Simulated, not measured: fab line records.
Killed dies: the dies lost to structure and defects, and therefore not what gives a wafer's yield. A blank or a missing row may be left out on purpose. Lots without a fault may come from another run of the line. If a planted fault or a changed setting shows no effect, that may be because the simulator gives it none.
Chamber matching | flow sky130 | SKY_CONTACT_CMP_04 on cmp-01: 4 sister chambers
The step polishes SiO2. 7 wafers are shown with their chamber, then 9 later ones without.

## WAFERS, EACH WITH ITS CHAMBER
wafer  | chamber | motor current A (A) | time to endpoint s (s)
L883.3 | 0       | 13.3                | 80
L884.4 | 1       | 11.1                | 82
L889.5 | 2       | 10.9                | 79
L889.6 | 3       | 11.6                | 83
L890.1 | 1       | 10.9                | 87
L890.2 | 2       | 11.2                | 84
L890.6 | 3       | 11.8                | 87

## WAFERS MISSING THEIR CHAMBER
wafer  | motor current A (A) | time to endpoint s (s)
L891.1 | 10.6                | 75
L891.5 | 11.5                | 79
L891.6 | 11.2                | 74
L895.1 | 10.8                | 88
L895.2 | 13.0                | 83
L895.4 | 11.0                | 84
L901.1 | 11.0                | 77
L901.3 | 10.7                | 78
L901.5 | 11.3                | 78

## WHICH CHAMBER EACH ONE RAN IN
wafer  | from the rows above          | in truth
L891.1 | can't be placed: 2 or 1      | 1
L891.5 | can't be placed: 3 or 2 or 1 | 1
L891.6 | can't be placed: 2 or 1      | 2
L895.1 | can't be placed: 1 or 2      | 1
L895.2 | 0                            | 0
L895.4 | can't be placed: 1 or 2      | 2
L901.1 | can't be placed: 2 or 1      | 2
L901.3 | can't be placed: 2 or 1      | 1
L901.5 | can't be placed: 2 or 1 or 3 | 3
Placed correctly: 1 of 9. Unplaceable from these rows: 8, with the true chamber sitting among the candidates in 8. Number placed wrongly: 0.
How it was worked out, from the rows above alone: a wafer's distance from a chamber is the root of the sum, over the readings, of the square of ((its reading less the chamber's mean) divided by the reading's scatter). If the next closest chamber is less than 2 further off than the closest, the wafer can't be placed; otherwise it belongs to the closest. Each chamber's mean is taken over the wafers shown for it. The scatter: take each reading less its chamber's mean, square it, sum over the shown wafers, divide by the number of wafers less the number of chambers, and take the root.
